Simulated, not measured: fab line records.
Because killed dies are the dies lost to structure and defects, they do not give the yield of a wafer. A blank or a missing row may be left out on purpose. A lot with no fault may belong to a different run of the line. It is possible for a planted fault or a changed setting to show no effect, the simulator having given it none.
What tool caused it? / flow gf180mcu / 13 lots, 36 wafers sampled, at 6 steps of a route of 602

WHAT EACH GAUGE READ, for each wafer
GF_M3_RS_MEAS_05: a four-point-probe measurement.
lot=L815; measured=day 20 11:43; on=film_metro-02; M3_ALCU_RS (ohm/sq)=0.0689 0.0693 0.0696
lot=L816; measured=day 20 19:04; on=film_metro-03; M3_ALCU_RS (ohm/sq)=0.0707 0.0705 0.0700
lot=L817; measured=day 21 05:52; on=film_metro-03; M3_ALCU_RS (ohm/sq)=0.0703 0.0715 0.0703
lot=L820; measured=day 22 13:41; on=film_metro-04; M3_ALCU_RS (ohm/sq)=0.0686 0.0693 0.0699
lot=L821; measured=day 22 22:35; on=film_metro-03; M3_ALCU_RS (ohm/sq)=0.0707 0.0704 0.0705
lot=L822; measured=day 23 05:19; on=film_metro-04; M3_ALCU_RS (ohm/sq)=0.0682 0.0687 0.0684
lot=L823; measured=day 23 10:59; on=film_metro-02; M3_ALCU_RS (ohm/sq)=0.0707 0.0710 0.0707
lot=L824; measured=day 23 21:43; on=film_metro-04; M3_ALCU_RS (ohm/sq)=0.0677 0.0688 0.0685
lot=L825; measured=day 24 06:53; on=film_metro-03; M3_ALCU_RS (ohm/sq)=0.0685 0.0693 0.0697
lot=L828; measured=day 25 04:47; on=film_metro-04; M3_ALCU_RS (ohm/sq)=0.0694 0.0684
lot=L829; measured=day 25 09:14; on=film_metro-02; M3_ALCU_RS (ohm/sq)=0.0682 0.0681
lot=L834; measured=day 26 22:50; on=film_metro-02; M3_ALCU_RS (ohm/sq)=0.0711 0.0703
lot=L838; measured=day 27 23:08; on=film_metro-02; M3_ALCU_RS (ohm/sq)=0.0696 0.0690 0.0695

GF_V3_THK_MEAS_03.
lot=L815; measured=day 21 12:42; on=film_metro-02; V3_CVD_02_THK (nm)=834 850 859
lot=L816; measured=day 21 19:38; on=film_metro-02; V3_CVD_02_THK (nm)=837 836 857
lot=L817; measured=day 22 06:49; on=film_metro-03; V3_CVD_02_THK (nm)=830 839 856
lot=L820; measured=day 23 13:47; on=film_metro-02; V3_CVD_02_THK (nm)=845 854 867
lot=L821; measured=day 23 22:21; on=film_metro-03; V3_CVD_02_THK (nm)=835 846 842
lot=L822; measured=day 24 04:33; on=film_metro-03; V3_CVD_02_THK (nm)=855 842 856
lot=L823; measured=day 24 10:20; on=film_metro-01; V3_CVD_02_THK (nm)=838 832 850
lot=L824; measured=day 24 20:34; on=film_metro-02; V3_CVD_02_THK (nm)=848 855 851
lot=L825; measured=day 25 05:48; on=film_metro-01; V3_CVD_02_THK (nm)=858 876 865
lot=L828; measured=day 26 03:21; on=film_metro-01; V3_CVD_02_THK (nm)=848 1219
lot=L829; measured=day 26 07:28; on=film_metro-03; V3_CVD_02_THK (nm)=1214 1243
lot=L834; measured=day 27 19:40; on=film_metro-02; V3_CVD_02_THK (nm)=830 1217
lot=L838; measured=day 28 19:25; on=film_metro-01; V3_CVD_02_THK (nm)=843 853 851

GF_V3_OVL_MEAS_15.
lot=L815; measured=day 22 12:33; on=overlay-02; V3_OVL (nm)=-10 -4 0
lot=L816; measured=day 22 19:40; on=overlay-01; V3_OVL (nm)=1 3 0
lot=L817; measured=day 23 07:13; on=overlay-02; V3_OVL (nm)=1 3 1
lot=L820; measured=day 24 12:25; on=overlay-01; V3_OVL (nm)=0 0 7
lot=L821; measured=day 24 20:57; on=overlay-01; V3_OVL (nm)=1 2 5
lot=L822; measured=day 25 02:28; on=overlay-01; V3_OVL (nm)=2 6 2
lot=L823; measured=day 25 09:16; on=overlay-01; V3_OVL (nm)=0 -3 0
lot=L824; measured=day 25 18:17; on=overlay-01; V3_OVL (nm)=3 3 0
lot=L825; measured=day 26 03:33; on=overlay-02; V3_OVL (nm)=-7 5 -3
lot=L828; measured=day 27 00:48; on=overlay-02; V3_OVL (nm)=-3 4
lot=L829; measured=day 27 04:25; on=overlay-02; V3_OVL (nm)=3 11
lot=L834; measured=day 28 15:12; on=overlay-02; V3_OVL (nm)=4 -1
lot=L838; measured=day 29 14:16; on=overlay-01; V3_OVL (nm)=0 3 -3

WHICH TOOL RAN EACH LOT (tool, then ch and the chambers of the sampled wafers, then the start)
lot=L815; GF_V2_SPUTTER_21=pvd_sputter-04, day 20 10:18; GF_V3_CVD_02=pecvd-01 ch 0,1, day 21 12:37; GF_V3_CMP_04=cmp-01 ch 1,2, day 21 12:47
lot=L816; GF_V2_SPUTTER_21=pvd_sputter-02, day 20 18:05; GF_V3_CVD_02=pecvd-04 ch 0,2, day 21 19:34; GF_V3_CMP_04=cmp-02 ch 0,2,3, day 21 19:44
lot=L817; GF_V2_SPUTTER_21=pvd_sputter-02, day 21 04:53; GF_V3_CVD_02=pecvd-01 ch 1,2, day 22 06:44; GF_V3_CMP_04=cmp-02 ch 0,1,2, day 22 06:52
lot=L820; GF_V2_SPUTTER_21=pvd_sputter-03, day 22 12:44; GF_V3_CVD_02=pecvd-03 ch 0,1,2, day 23 13:41; GF_V3_CMP_04=cmp-02 ch 1,2,3, day 23 13:55
lot=L821; GF_V2_SPUTTER_21=pvd_sputter-03, day 22 21:37; GF_V3_CVD_02=pecvd-01 ch 1,2, day 23 22:16; GF_V3_CMP_04=cmp-01 ch 0,2,3, day 23 22:26
lot=L822; GF_V2_SPUTTER_21=pvd_sputter-02, day 23 04:23; GF_V3_CVD_02=pecvd-03 ch 1,2, day 24 04:28; GF_V3_CMP_04=cmp-01 ch 0,1,3, day 24 04:36
lot=L823; GF_V2_SPUTTER_21=pvd_sputter-04, day 23 10:04; GF_V3_CVD_02=pecvd-03 ch 0,1,2, day 24 10:16; GF_V3_CMP_04=cmp-01 ch 1,2, day 24 10:23
lot=L824; GF_V2_SPUTTER_21=pvd_sputter-02, day 23 20:49; GF_V3_CVD_02=pecvd-01 ch 0,1,2, day 24 20:30; GF_V3_CMP_04=cmp-02 ch 0,1, day 24 20:38
lot=L825; GF_V2_SPUTTER_21=pvd_sputter-02, day 24 05:58; GF_V3_CVD_02=pecvd-03 ch 0,1, day 25 05:43; GF_V3_CMP_04=cmp-01 ch 1,2,3, day 25 05:51
lot=L828; GF_V2_SPUTTER_21=pvd_sputter-04, day 25 03:51; GF_V3_CVD_02=pecvd-03 ch 0,1, day 26 03:16; GF_V3_CMP_04=cmp-01 ch 0,1, day 26 03:24
lot=L829; GF_V2_SPUTTER_21=pvd_sputter-02, day 25 08:17; GF_V3_CVD_02=pecvd-03 ch 1,2, day 26 07:23; GF_V3_CMP_04=cmp-02 ch 1,3, day 26 07:41
lot=L834; GF_V2_SPUTTER_21=pvd_sputter-02, day 26 21:55; GF_V3_CVD_02=pecvd-03 ch 0,2, day 27 19:34; GF_V3_CMP_04=cmp-02 ch 0,3, day 27 19:46
lot=L838; GF_V2_SPUTTER_21=pvd_sputter-02, day 27 22:10; GF_V3_CVD_02=pecvd-01 ch 0,1,2, day 28 19:20; GF_V3_CMP_04=cmp-02 ch 0,1,3, day 28 19:34
- GF_V2_SPUTTER_21: material Ti, target thk 15 nm, time 80.02 s.
- GF_V3_CVD_02: deposits SiO2 from TEOS, target thk 850 nm, time 94.851 s.
- GF_V3_CMP_04: polishes SiO2.

WHAT THE TOOLS THEMSELVES READ (means of the sampled wafers that have a number; where no wafer has one, the mark that the record gives instead)
GF_V2_SPUTTER_21.
lot=L815; tool=pvd_sputter-04; throttle_valve_pct (%)=30.1
lot=L816; tool=pvd_sputter-02; throttle_valve_pct (%)=29.3
lot=L817; tool=pvd_sputter-02; throttle_valve_pct (%)=29.8
lot=L820; tool=pvd_sputter-03; throttle_valve_pct (%)=29.0
lot=L821; tool=pvd_sputter-03; throttle_valve_pct (%)=29.6
lot=L822; tool=pvd_sputter-02; throttle_valve_pct (%)=29.1
lot=L823; tool=pvd_sputter-04; throttle_valve_pct (%)=29.6
lot=L824; tool=pvd_sputter-02; throttle_valve_pct (%)=29.2
lot=L825; tool=pvd_sputter-02; throttle_valve_pct (%)=29.2
lot=L828; tool=pvd_sputter-04; throttle_valve_pct (%)=30.2
lot=L829; tool=pvd_sputter-02; throttle_valve_pct (%)=29.1
lot=L834; tool=pvd_sputter-02; throttle_valve_pct (%)=29.4
lot=L838; tool=pvd_sputter-02; throttle_valve_pct (%)=30.7

GF_V3_CVD_02.
lot=L815; tool=pecvd-01; heater_power_w (W)=667
lot=L816; tool=pecvd-04; heater_power_w (W)=719
lot=L817; tool=pecvd-01; heater_power_w (W)=678
lot=L820; tool=pecvd-03; heater_power_w (W)=597
lot=L821; tool=pecvd-01; heater_power_w (W)=625
lot=L822; tool=pecvd-03; heater_power_w (W)=630
lot=L823; tool=pecvd-03; heater_power_w (W)=613
lot=L824; tool=pecvd-01; heater_power_w (W)=634
lot=L825; tool=pecvd-03; heater_power_w (W)=578
lot=L828; tool=pecvd-03; heater_power_w (W)=601
lot=L829; tool=pecvd-03; heater_power_w (W)=629
lot=L834; tool=pecvd-03; heater_power_w (W)=622
lot=L838; tool=pecvd-01; heater_power_w (W)=617

GF_V3_CMP_04.
lot=L815; tool=cmp-01; motor_current_A (A)=12.9; time_to_endpoint_s (s)=82
lot=L816; tool=cmp-02; motor_current_A (A)=11.2; time_to_endpoint_s (s)=77
lot=L817; tool=cmp-02; motor_current_A (A)=12.6; time_to_endpoint_s (s)=78
lot=L820; tool=cmp-02; motor_current_A (A)=12.1; time_to_endpoint_s (s)=86
lot=L821; tool=cmp-01; motor_current_A (A)=10.9; time_to_endpoint_s (s)=78
lot=L822; tool=cmp-01; motor_current_A (A)=10.9; time_to_endpoint_s (s)=77
lot=L823; tool=cmp-01; motor_current_A (A)=12.6; time_to_endpoint_s (s)=81
lot=L824; tool=cmp-02; motor_current_A (A)=12.7; time_to_endpoint_s (s)=83
lot=L825; tool=cmp-01; motor_current_A (A)=11.9; time_to_endpoint_s (s)=85
lot=L828; tool=cmp-01; motor_current_A (A)=11.6; time_to_endpoint_s (s)=150
lot=L829; tool=cmp-02; motor_current_A (A)=12.1; time_to_endpoint_s (s)=225
lot=L834; tool=cmp-02; motor_current_A (A)=11.5; time_to_endpoint_s (s)=148
lot=L838; tool=cmp-02; motor_current_A (A)=12.1; time_to_endpoint_s (s)=79

THE ANSWER, worked out from the rows above alone
Rule: the lots themselves supply what counts as usual. The widest of any qualifying gaps counts: lots, ordered by their means at a reading, are off when they make up no more than a third of the lots, leave a main group of 4 or more, and stand apart from it by 3 or more times the standard deviation of that group's means. A main group whose means are all the same, to the digits that the tables above print for the reading, isn't used. Also off: a lot with no number at a reading for which 4 or more lots have one. All remaining lots with rows at the step are treated as sound. The gauges are gone through in route order, then the tools' own readings, and for those a lot's mean is taken as printed above. The first step at which some lot is off is used, and at that step the reading that is off furthest; a lot without a number counts as furthest.
Off: L828, L829, L834, seen at GF_V3_THK_MEAS_03 (V3_CVD_02_THK). Mean 849 nm and standard deviation 7.6 in the main group.
If a tool, at a process step before that reading, ran all the lots that are off and no sound lot after the first of them, it fits. Not tried: the gauges at GF_V3_THK_MEAS_03; whatever is off there is also off at GF_V3_CMP_04, on other tools, and gauge error can't account for it. One fits: pecvd-03 at GF_V3_CVD_02. Its last sound lot is L825 (day 25 05:43), its first lot that is off L828 (day 26 03:16): a fault that began between those two fits.

WHAT WAS PUT IN BY THE SIMULATOR
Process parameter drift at GF_V3_CVD_02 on pecvd-03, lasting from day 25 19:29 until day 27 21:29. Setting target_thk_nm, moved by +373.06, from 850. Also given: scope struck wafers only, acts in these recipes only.
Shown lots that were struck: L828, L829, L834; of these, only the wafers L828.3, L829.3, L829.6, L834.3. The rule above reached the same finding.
